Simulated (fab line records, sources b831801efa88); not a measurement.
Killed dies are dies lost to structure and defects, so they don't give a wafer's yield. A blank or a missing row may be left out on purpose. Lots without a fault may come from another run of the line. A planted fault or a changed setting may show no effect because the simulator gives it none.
Tool commonality check | flow sky130 | 12 lots, 36 wafers sampled

WHY IT WAS OPENED
At SKY_NWELL_RS_MEAS_31 the reading PWDE_RS is flagged on 2 of 12 lots. Wafers without a fault read 5271 ohm/sq, standard deviation 16.
Rule: a lot is flagged when every wafer of it that has a number lies more than 4 standard deviations from that mean, or none has a number. The other lots count as sound.

lot  | measured     | on            | PWDE_RS (ohm/sq), wafer by wafer | flag
L923 | day 5 14:07  | film_metro-02 | 5249 5261 5256                   |
L924 | day 6 00:53  | film_metro-01 | 5256 5304 5289                   |
L930 | day 7 10:58  | film_metro-03 | 5281 5287 5267                   |
L932 | day 7 21:34  | film_metro-03 | 5135 5126 5116                   | FLAGGED
L933 | day 8 03:34  | film_metro-01 | 5098 5092 5100                   | FLAGGED
L936 | day 8 19:42  | film_metro-01 | 5270 5252 5266                   |
L937 | day 9 02:15  | film_metro-03 | 5261 5289 5279                   |
L939 | day 9 17:35  | film_metro-01 | 5304 5278 5291                   |
L942 | day 10 09:46 | film_metro-03 | 5294 5288 5293                   |
L943 | day 10 14:18 | film_metro-01 | 5242 5250 5253                   |
L944 | day 11 03:42 | film_metro-03 | 5272 5293 5281                   |
L945 | day 11 04:38 | film_metro-03 | 5263 5294 5285                   |
The numbers of the flagged lots are 5111 ohm/sq on average: -160 ohm/sq against the usual, or -10 standard deviations.

WHICH TOOL RAN EACH LOT
The record holds 1 process step before the reading, out of a route of 708 steps. In each cell: the tool, then ch and the chambers that the sampled wafers went through, then the start.
lot  | flag    | SKY_PWDE_IMPLANT_08
L923 |         | implanter-03 ch 0, day 4 00:13
L924 |         | implanter-04 ch 0, day 4 09:32
L930 |         | implanter-01 ch 0, day 5 17:24
L932 | FLAGGED | implanter-03 ch 0, day 6 02:41
L933 | FLAGGED | implanter-03 ch 0, day 6 08:56
L936 |         | implanter-04 ch 0, day 6 22:31
L937 |         | implanter-04 ch 0, day 7 05:01
L939 |         | implanter-04 ch 0, day 7 18:36
L942 |         | implanter-01 ch 0, day 8 10:23
L943 |         | implanter-04 ch 0, day 8 14:48
L944 |         | implanter-04 ch 0, day 9 05:02
L945 |         | implanter-01 ch 0, day 9 05:30
What these steps do:
- SKY_PWDE_IMPLANT_08
- SKY_NWELL_RS_MEAS_31: measures by four-point-probe.

FLAGGED OVER TOTAL, TOOL BY TOOL (the gauges that took the reading come last)
step                 | tool          | lots run | flagged | share of the flagged lots | sound lots run after its first flagged lot
SKY_PWDE_IMPLANT_08  | implanter-01  | 3        | 0       | none                      | -
SKY_PWDE_IMPLANT_08  | implanter-03  | 3        | 2       | all                       | 0
SKY_PWDE_IMPLANT_08  | implanter-04  | 6        | 0       | none                      | -
SKY_NWELL_RS_MEAS_31 | film_metro-01 | 5        | 1       | some                      | 3 (L936,L939,L943)
SKY_NWELL_RS_MEAS_31 | film_metro-02 | 1        | 0       | none                      | -
SKY_NWELL_RS_MEAS_31 | film_metro-03 | 6        | 1       | some                      | 4 (L937,L942,L944,L945)

WHAT THE TABLE ALLOWS
1 row of the table ran every flagged lot: implanter-03 at SKY_PWDE_IMPLANT_08.
- implanter-03 at SKY_PWDE_IMPLANT_08: 2 of its 3 lots flagged. Its last sound lot is L923 (day 4 00:13), its first flagged lot L932 (day 6 02:41): a fault that began between those two fits. Its own readings lie more than 4 standard deviations out on every wafer of the flagged lots: dose_ions_cm2.
One tool is left: implanter-03 at SKY_PWDE_IMPLANT_08.

WHAT THE SIMULATOR HAD PUT IN
Process parameter drift: implanter-03, from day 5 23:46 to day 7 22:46, at SKY_PWDE_IMPLANT_08. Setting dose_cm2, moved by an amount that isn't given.
Lots struck among those shown: L932, L933. The rule above found the same.
